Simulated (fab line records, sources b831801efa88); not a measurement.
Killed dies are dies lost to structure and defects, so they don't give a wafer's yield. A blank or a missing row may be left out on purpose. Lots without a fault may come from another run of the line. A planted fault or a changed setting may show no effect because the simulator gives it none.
Which tool did it? | flow sfq_line | 14 lots, 42 wafers sampled, at 3 steps of a route of 325

WHAT THE GAUGES READ, wafer by wafer
SFQ_JJ_RS_MEAS_929: measures by four-point-probe.
lot  | measured     | on            | JJ_NB_RS (ohm/sq)
L841 | day 50 13:31 | film_metro-04 | 1.054 1.041 1.056
L842 | day 50 18:52 | film_metro-01 | 1.039 1.045 1.062
L843 | day 51 00:52 | film_metro-02 | 1.040 1.036 1.031
L844 | day 57 09:13 | film_metro-01 | 1.058 1.051 1.058
L847 | day 58 06:35 | film_metro-02 | 1.043 1.053 1.054
L848 | day 58 15:06 | film_metro-04 | 1.060 1.057 1.056
L849 | day 59 12:43 | film_metro-04 | 1.075 1.061 1.054
L854 | day 60 23:32 | film_metro-04 | 1.059 1.044 1.055
L855 | day 61 00:43 | film_metro-02 | 1.055 1.041 1.040
L856 | day 61 04:20 | film_metro-02 | 1.056 1.061 1.075
L857 | day 61 06:43 | film_metro-01 | 1.039 1.034 1.034
L858 | day 61 10:20 | film_metro-02 | 1.054 1.041 1.052
L861 | day 61 21:07 | film_metro-02 | 1.066 1.048 1.064
L862 | day 63 17:59 | film_metro-01 | 1.053 1.058 1.035

WHICH TOOL RAN EACH LOT (tool, then ch and the chambers of the sampled wafers, then the start)
lot  | SFQ_TRILAYER_I4_DEP_PECVD_099   | SFQ_TRILAYER_I4_VIA_STRIP_STRIP_107
L841 | pecvd-02 ch 0,1,2, day 50 04:43 | rie_metal-02 ch 0,1, day 50 11:32
L842 | pecvd-01 ch 1,2, day 50 09:55   | rie_metal-03 ch 1, day 50 16:53
L843 | pecvd-04 ch 0,1, day 50 16:03   | rie_metal-03 ch 0,1, day 50 22:53
L844 | pecvd-01 ch 0,1,2, day 51 08:14 | rie_metal-02 ch 0,1, day 57 07:14
L847 | pecvd-02 ch 0,1,2, day 52 04:47 | rie_metal-03 ch 0,1, day 58 04:36
L848 | pecvd-01 ch 1,2, day 52 13:10   | rie_metal-01 ch 0,1, day 58 13:07
L849 | pecvd-02 ch 0,1, day 53 11:58   | rie_metal-01 ch 0,1, day 59 10:43
L854 | pecvd-04 ch 0,2, day 55 03:41   | rie_metal-01 ch 0,1, day 60 21:43
L855 | pecvd-01 ch 0,2, day 55 06:05   | rie_metal-03 ch 0, day 60 22:43
L856 | pecvd-02 ch 0,1, day 55 08:29   | rie_metal-03 ch 0,1, day 61 02:19
L857 | pecvd-04 ch 0,1,2, day 55 11:01 | rie_metal-02 ch 0,1, day 61 04:43
L858 | pecvd-02 ch 0,1, day 55 16:25   | rie_metal-02 ch 0,1, day 61 08:31
L861 | pecvd-02 ch 0,1,2, day 56 08:27 | rie_metal-03 ch 0,1, day 61 19:07
L862 | pecvd-02 ch 0,1, day 57 19:49   | rie_metal-02 ch 0,1, day 63 16:01
- SFQ_TRILAYER_I4_DEP_PECVD_099: deposits SiO2 from SiH4/N2O, time 111.11 s, target thk 500 nm.
- SFQ_TRILAYER_I4_VIA_STRIP_STRIP_107: strips in O2.

WHAT THE TOOLS THEMSELVES READ (means of the sampled wafers that have a number; where no wafer has one, the mark that the record gives instead)
SFQ_TRILAYER_I4_DEP_PECVD_099.
lot  | tool     | heater_power_w (W) | throttle_valve_pct (%)
L841 | pecvd-02 | 75                 | 22.3
L842 | pecvd-01 | 49                 | 25.0
L843 | pecvd-04 | 90                 | 24.5
L844 | pecvd-01 | 68                 | 25.0
L847 | pecvd-02 | 75                 | 22.5
L848 | pecvd-01 | 56                 | 25.0
L849 | pecvd-02 | 88                 | 22.3
L854 | pecvd-04 | 80                 | 25.7
L855 | pecvd-01 | 74                 | 24.8
L856 | pecvd-02 | 79                 | 22.9
L857 | pecvd-04 | 88                 | 25.2
L858 | pecvd-02 | 73                 | 22.8
L861 | pecvd-02 | 75                 | 22.8
L862 | pecvd-02 | 77                 | 22.6

SFQ_TRILAYER_I4_VIA_STRIP_STRIP_107.
lot  | tool         | drypump_motor_current_A (A) | he_backside_leak_sccm (sccm) | oes_product_au (a.u.)
L841 | rie_metal-02 | 5.4                         | 3.41                         | 0.987
L842 | rie_metal-03 | 6.2                         | 3.49                         | 1.001
L843 | rie_metal-03 | 5.3                         | 3.46                         | 0.996
L844 | rie_metal-02 | 5.1                         | 3.40                         | 0.995
L847 | rie_metal-03 | 5.4                         | 3.51                         | 0.986
L848 | rie_metal-01 | 5.8                         | 3.75                         | 1.001
L849 | rie_metal-01 | 5.9                         | 3.55                         | 1.004
L854 | rie_metal-01 | 5.8                         | 3.50                         | 1.008
L855 | rie_metal-03 | 5.0                         | 3.38                         | 1.009
L856 | rie_metal-03 | 5.4                         | 3.43                         | 1.005
L857 | rie_metal-02 | 5.1                         | 3.63                         | 0.994
L858 | rie_metal-02 | 5.4                         | 3.33                         | 0.996
L861 | rie_metal-03 | 5.8                         | 3.61                         | 1.006
L862 | rie_metal-02 | 5.4                         | 3.27                         | 1.006

THE ANSWER, worked out from the rows above alone
Rule: what is usual is taken from the lots themselves. Put in order of their means at a reading, lots are off if they are a third of the lots or fewer, leave a main group of 4 or more, and stand apart from it by a gap of 3 or more times the standard deviation of the main group's means; of several such gaps the widest counts. A main group whose means are all the same, to the digits that the tables above print for the reading, isn't used. A lot without any number at a reading at which 4 lots or more have one is off too. The other lots that the step has rows for count as sound. The gauges are gone through in route order, then the tools' own readings, and for those a lot's mean is taken as printed above. The first step at which some lot is off is used, and at that step the reading that is off furthest; a lot without a number counts as furthest.
No lot is off at any reading shown: from this, nothing can be told.

WHAT THE SIMULATOR HAD PUT IN
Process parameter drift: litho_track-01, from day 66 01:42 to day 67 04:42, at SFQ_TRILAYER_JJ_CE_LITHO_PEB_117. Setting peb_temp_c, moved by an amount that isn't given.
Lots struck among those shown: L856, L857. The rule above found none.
